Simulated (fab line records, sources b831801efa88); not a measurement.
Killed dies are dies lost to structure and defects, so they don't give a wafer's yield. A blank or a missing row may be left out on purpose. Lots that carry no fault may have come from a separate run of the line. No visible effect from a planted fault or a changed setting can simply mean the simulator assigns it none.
Matching of chambers ; flow sky130 ; SKY_VIA3_CMP_24 on cmp-01: 4 sister chambers
The step polishes, stops on SiO2, t overpolish 20 s, target thk 0 nm. 4 wafers are shown with their chamber, then 7 later ones without.

== EACH WAFER AND ITS CHAMBER ==
wafer;chamber;motor-current-A (A)
L144.3;3;13.4
L144.5;1;11.2
L154.1;2;12.2
L154.5;0;9.9

== WAFERS WITH NO CHAMBER GIVEN ==
wafer;motor-current-A (A)
L154.6;12.0
L156.2;11.0
L156.5;10.7
L156.6;9.8
L159.1;8.6
L159.3;12.8
L159.4;12.2

== WHICH CHAMBER EACH ONE RAN IN ==
wafer;from the rows above;in truth
L154.6;can't be placed: 2 or 1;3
L156.2;can't be placed: 1 or 0 or 2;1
L156.5;can't be placed: 1 or 0 or 2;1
L156.6;0;0
L159.1;0;0
L159.3;can't be placed: 3 or 2 or 1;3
L159.4;can't be placed: 2 or 1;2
2 of 7 placed correctly. Cannot be placed on the basis of these rows: 5; the candidates contain the true chamber in 4. Placed wrongly: 0.
How it was worked out, from the rows above alone: a wafer's distance from a chamber is the root of the sum, over the readings, of the square of ((its reading less the chamber's mean) divided by the reading's scatter). The wafer belongs to the nearest chamber; if the next one is less than 2 further off, it can't be placed. For every chamber, the mean is computed from those of its wafers that are shown. The scatter: root of mean squared gap, hidden wafer to nearest shown wafer, with one shown wafer a chamber.
